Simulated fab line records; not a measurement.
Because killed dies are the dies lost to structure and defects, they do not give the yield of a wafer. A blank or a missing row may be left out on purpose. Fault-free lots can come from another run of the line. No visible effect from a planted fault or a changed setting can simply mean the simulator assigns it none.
Chamber matching	flow sky130	SKY_VIA4_CMP_21 on cmp-01 has 4 sister chambers
The step polishes, stops on SiO2, t overpolish 25 s, target thk 0 nm. 8 wafers are shown with their chamber, then 10 later ones without.

## WAFERS PAIRED WITH THEIR CHAMBERS
wafer	chamber	motor current A (A)	edge zone pressure frac
L077.4	1	11.0	0.995
L082.2	0	9.2	1.005
L084.1	2	9.9	0.999
L087.1	0	9.5	0.995
L087.3	3	11.4	1.004
L087.4	1	11.1	0.982
L088.1	3	11.3	1.004
L088.4	2	10.4	0.999

## WAFERS WHOSE CHAMBER IS MISSING
wafer	motor current A (A)	edge zone pressure frac
L088.6	11.8	1.005
L090.1	9.4	1.004
L090.5	11.1	0.997
L090.6	10.1	1.001
L094.2	10.3	0.988
L094.3	9.2	1.005
L094.4	11.6	1.002
L095.2	10.4	1.001
L095.3	9.3	1.005
L095.4	11.4	0.998

## CHAMBER TAKEN BY EACH
wafer	from the rows above	in truth
L088.6	3	3
L090.1	0	0
L090.5	can't be placed: 1 or 3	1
L090.6	2	2
L094.2	can't be placed: 2 or 1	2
L094.3	0	0
L094.4	3	3
L095.2	2	2
L095.3	0	0
L095.4	can't be placed: 3 or 1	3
Correct placement for 7 of the 10. Cannot be placed on the basis of these rows: 3; the candidates contain the true chamber in 3. Number placed wrongly: 0.
How it was worked out, from the rows above alone: a wafer's distance from a chamber is the root of the sum, over the readings, of the square of ((its reading less the chamber's mean) divided by the reading's scatter). The wafer belongs to the nearest chamber; if the next one is less than 2 further off, it can't be placed. The mean given for a chamber averages the wafers shown for that chamber. The scatter is the square root of a quotient: the sum, over the shown wafers, of each reading's squared deviation from its chamber's mean, divided by wafers minus chambers.
